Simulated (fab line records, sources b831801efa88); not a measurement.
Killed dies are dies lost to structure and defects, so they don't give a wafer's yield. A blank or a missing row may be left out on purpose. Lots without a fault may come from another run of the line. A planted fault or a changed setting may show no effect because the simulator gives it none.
One fault seen from 2 desks | flow gf180mcu | each desk has only its own numbers; what lay behind them comes last

THE METROLOGY DESK
What the gauges read, lot by lot, whatever tool the lot ran on: means of the sampled wafers that have a number. A lot is out of limits, marked OUT, if its mean lies more than 4 standard deviations from the usual mean; the brackets give that distance.
Columns: A = CONTACT_W_RS at GF_CONTACT_RS_MEAS_25, usual 0.381 ohm/sq; B = CONTACT_W_THK at GF_CONTACT_THK_MEAS_26, usual 299 nm; C = M1_ALCU_RS at GF_M1_RS_MEAS_05, usual 0.0693 ohm/sq; D = M1_ALCU_THK at GF_M1_THK_MEAS_06, usual 455 nm
lot  | first seen here | A     | B   | C                | D
L571 | day 16 14:52    | 0.378 | 304 | 0.0695           | 454
L574 | day 17 16:04    | 0.378 | 301 | 0.0696           | 450
L582 | day 20 11:31    | 0.382 | 294 | 0.0371 (-44) OUT | 851 (+73) OUT
L585 | day 21 12:02    | 0.380 | 297 | 0.0689           | 456
L590 | day 23 12:49    | 0.382 | 300 | 0.0682           | 463
This desk's finding: out of limits on L582; first on L582, day 20 12:13 (M1_ALCU_RS at GF_M1_RS_MEAS_05). In limits: L571, L574, L585, L590.

THE TOOL OWNER'S DESK: pvd_sputter-02
The tool's own readings at GF_M1_SPUTTER_02 (material AlCu, target thk 450 nm, time 23.9 s): means of the sampled wafers that have a number, for each lot that ran on this tool. A lot is out of limits, marked OUT, if its mean lies more than 4 standard deviations from the usual mean; the brackets give that distance.
Columns: A = chamber_pressure_pa at GF_M1_SPUTTER_02, usual 0.4000 Pa; B = throttle_valve_pct at GF_M1_SPUTTER_02, usual 30.0 %
lot  | first seen here | A      | B
L574 | day 17 16:38    | 0.4003 | 28.8
L582 | day 20 12:07    | 0.3998 | 28.8
L590 | day 23 13:27    | 0.4003 | 28.9
This desk's finding: nothing out of limits on any of the 3 lots.

PUT TOGETHER
The metrology desk could have raised an alarm at day 20 12:13, on L582.
The tool owner's desk saw nothing out of limits.
The tool owner's desk has L582 on record, within its limits.
Of the lots named, all ran GF_M1_SPUTTER_02 on pvd_sputter-02.

WHAT THE SIMULATOR HAD PUT IN
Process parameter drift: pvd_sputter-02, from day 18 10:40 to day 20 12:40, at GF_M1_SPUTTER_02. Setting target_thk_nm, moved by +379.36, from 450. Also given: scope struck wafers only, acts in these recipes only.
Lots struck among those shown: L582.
Hours from the fault's start to each desk's first reading out of limits: the metrology desk, 50.
